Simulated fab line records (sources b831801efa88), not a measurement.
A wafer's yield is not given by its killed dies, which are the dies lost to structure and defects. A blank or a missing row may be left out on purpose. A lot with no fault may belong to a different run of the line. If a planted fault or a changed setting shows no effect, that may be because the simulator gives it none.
Which tool did it? | flow sky130 | 14 lots, 42 wafers sampled, at 4 steps of a route of 708

WHAT THE GAUGES READ, wafer by wafer
SKY_VT_ADJUST_HVTR_CD_MEAS_07: the cd target is 380 nm.
lot  | measured     | on       | cdNm (nm)
L990 | day 9 17:17  | cdSem-01 | 379.1 380.2 377.1
L992 | day 10 02:25 | cdSem-01 | 383.8 383.9 385.2
L991 | day 10 02:50 | cdSem-01 | 377.4 377.3 377.3
L993 | day 10 11:09 | cdSem-01 | 377.7 374.4 375.2
L994 | day 10 17:47 | cdSem-01 | 380.2 383.6 379.9
L995 | day 11 03:58 | cdSem-01 | - - -
L996 | day 11 14:35 | cdSem-01 | - - -
L998 | day 12 03:05 | cdSem-02 | 380.5 381.8 383.9
L999 | day 12 10:02 | cdSem-01 | 382.3 385.2 385.2
L106 | day 14 08:49 | cdSem-02 | 380.4 379.5 380.9
L108 | day 14 19:50 | cdSem-01 | 380.6 381.1 378.7
L110 | day 15 16:53 | cdSem-02 | 378.4 382.3 381.7
L112 | day 16 08:30 | cdSem-02 | 381.4 380.3 379.9
L113 | day 16 11:04 | cdSem-02 | 380.0 382.2 377.7

SKY_LI_CONTACT_OVL_MEAS_13.
lot  | measured     | on         | LI_CONTACT_OVL (nm)
L990 | day 29 11:25 | overlay-01 | 1 1 8
L992 | day 30 03:46 | overlay-02 | -2 0 7
L991 | day 30 02:10 | overlay-02 | 0 -18 -7
L993 | day 30 04:56 | overlay-01 | 5 8 8
L994 | day 30 15:17 | overlay-01 | -3 -7 -2
L995 | day 31 04:43 | overlay-01 | 4 5 7
L996 | day 31 15:01 | overlay-01 | -9 3 -4
L998 | day 32 07:40 | overlay-01 | -3 5 6
L999 | day 32 10:52 | overlay-01 | -10 -1 1
L106 | day 34 12:23 | overlay-01 | -4 15 4
L108 | day 34 23:43 | overlay-01 | 3 5 1
L110 | day 35 17:33 | overlay-02 | 2 1 -3
L112 | day 36 16:28 | overlay-01 | 6 -6 3
L113 | day 36 16:43 | overlay-02 | -4 11 4

WHAT TOOL EACH LOT RAN ON (gives the tool, then ch and the chambers of the sampled wafers, and finally the start)
lot  | SKY_NWELL_STRIP_14                  | SKY_VT_ADJUST_HVTR_EXPOSE_04
L990 | plasmaAsher-03 ch 0,1, day 4 16:35  | ilineStepper-02 ch 0, day 9 06:21
L992 | plasmaAsher-03 ch 0,1, day 5 00:04  | ilineStepper-01 ch 0, day 9 16:22
L991 | plasmaAsher-04 ch 0,1, day 5 00:25  | ilineStepper-02 ch 0, day 9 16:40
L993 | plasmaAsher-02 ch 0,1, day 5 07:09  | ilineStepper-02 ch 0, day 9 23:32
L994 | plasmaAsher-04 ch 0,1, day 5 12:54  | ilineStepper-01 ch 0, day 10 06:19
L995 | plasmaAsher-04 ch 1, day 5 19:37    | ilineStepper-02, day 10 16:15
L996 | plasmaAsher-04 ch 0,1, day 6 04:34  | ilineStepper-02, day 11 03:20
L998 | plasmaAsher-02 ch 0,1, day 6 15:32  | ilineStepper-02 ch 0, day 11 15:27
L999 | plasmaAsher-04 ch 0,1, day 6 20:47  | ilineStepper-02 ch 0, day 11 22:44
L106 | plasmaAsher-02 ch 0,1, day 8 12:49  | ilineStepper-02 ch 0, day 13 20:37
L108 | plasmaAsher-02 ch 0,1, day 8 21:08  | ilineStepper-01 ch 0, day 14 07:35
L110 | plasmaAsher-02 ch 0,1, day 9 11:17  | ilineStepper-02 ch 0, day 15 02:56
L112 | plasmaAsher-04 ch 0,1, day 9 23:14  | ilineStepper-02 ch 0, day 15 18:34
L113 | plasmaAsher-02 ch 0,1, day 10 03:13 | ilineStepper-02 ch 0, day 15 21:31
- SKY_NWELL_STRIP_14: strips in O2/N2.
- SKY_VT_ADJUST_HVTR_EXPOSE_04: exposes mask HVTRM, target cd 380 nm.

AS READ BY THE TOOLS THEMSELVES (means over the sampled wafers that have a number; for cases with no such wafer, the mark the record gives instead)
SKY_NWELL_STRIP_14.
lot  | tool           | drypumpMotorCurrentA (A) | n2FlowSccm (sccm) | oesProductAu (a.u.) | stripTimeToEndpointS (s)
L990 | plasmaAsher-03 | 5.52                     | 299.9             | 0.721               | 37.01
L992 | plasmaAsher-03 | 5.53                     | 300.5             | 0.723               | 36.99
L991 | plasmaAsher-04 | 5.42                     | 300.5             | 0.725               | 36.99
L993 | plasmaAsher-02 | 5.90                     | 299.8             | 0.725               | 36.86
L994 | plasmaAsher-04 | 5.25                     | 299.6             | 0.720               | 37.05
L995 | plasmaAsher-04 | 5.13                     | 300.1             | 0.725               | 36.74
L996 | plasmaAsher-04 | 5.30                     | 299.9             | 0.725               | 37.02
L998 | plasmaAsher-02 | 5.81                     | 299.2             | 0.723               | 36.88
L999 | plasmaAsher-04 | 5.44                     | 299.2             | 0.720               | 36.95
L106 | plasmaAsher-02 | 5.90                     | 299.5             | 0.723               | 36.89
L108 | plasmaAsher-02 | 5.83                     | 298.9             | 0.726               | 37.05
L110 | plasmaAsher-02 | 5.80                     | 300.8             | 0.722               | 36.96
L112 | plasmaAsher-04 | 5.28                     | 299.8             | 0.719               | 36.82
L113 | plasmaAsher-02 | 5.83                     | 299.2             | 0.722               | 36.95

SKY_VT_ADJUST_HVTR_EXPOSE_04.
lot  | tool            | exposureDoseMJCm2 | focusOffsetNm (nm)
L990 | ilineStepper-02 | 149.59            | -0.5
L992 | ilineStepper-01 | 149.52            | 0.2
L991 | ilineStepper-02 | 149.66            | 0.6
L993 | ilineStepper-02 | 149.46            | -0.1
L994 | ilineStepper-01 | 149.75            | 0.1
L995 | ilineStepper-02 | -                 | -
L996 | ilineStepper-02 | -                 | -
L998 | ilineStepper-02 | 149.33            | 0.3
L999 | ilineStepper-02 | 149.65            | -0.8
L106 | ilineStepper-02 | 149.49            | -0.0
L108 | ilineStepper-01 | 149.39            | 0.4
L110 | ilineStepper-02 | 149.68            | 0.0
L112 | ilineStepper-02 | 149.51            | 0.6
L113 | ilineStepper-02 | 149.57            | -0.1

THE ANSWER, worked out from the rows above alone
Rule: usual is defined by the lots themselves. The widest of any qualifying gaps counts: lots, ordered by their means at a reading, are off when they make up no more than a third of the lots, leave a main group of 4 or more, and stand apart from it by 3 or more times the standard deviation of that group's means. A main group whose means are all the same, to the digits that the tables above print for the reading, isn't used. Also off: a lot with no number at a reading for which 4 or more lots have one. Any other lot the step has rows for is counted as sound. Order of review: gauges by route order, followed by the tools' own readings, for which a lot's mean as printed above is used. The first step at which some lot is off is used, and at that step the reading that is off furthest; a lot without a number counts as furthest.
Off: L995, L996, at SKY_VT_ADJUST_HVTR_CD_MEAS_07 (cdNm). Without a number there: L995, L996. For the main group the mean is 380.5 nm and the standard deviation 2.4.
If a tool, at a process step before that reading, ran all the lots that are off and no sound lot after the first of them, it fits. The gauges at SKY_VT_ADJUST_HVTR_CD_MEAS_07 aren't tried: what is off there is off at SKY_VT_ADJUST_HVTR_EXPOSE_04 too, on other tools, and a gauge's error can't cause that. Of those tried, none fits.

WHAT HAD BEEN PUT IN BY THE SIMULATOR
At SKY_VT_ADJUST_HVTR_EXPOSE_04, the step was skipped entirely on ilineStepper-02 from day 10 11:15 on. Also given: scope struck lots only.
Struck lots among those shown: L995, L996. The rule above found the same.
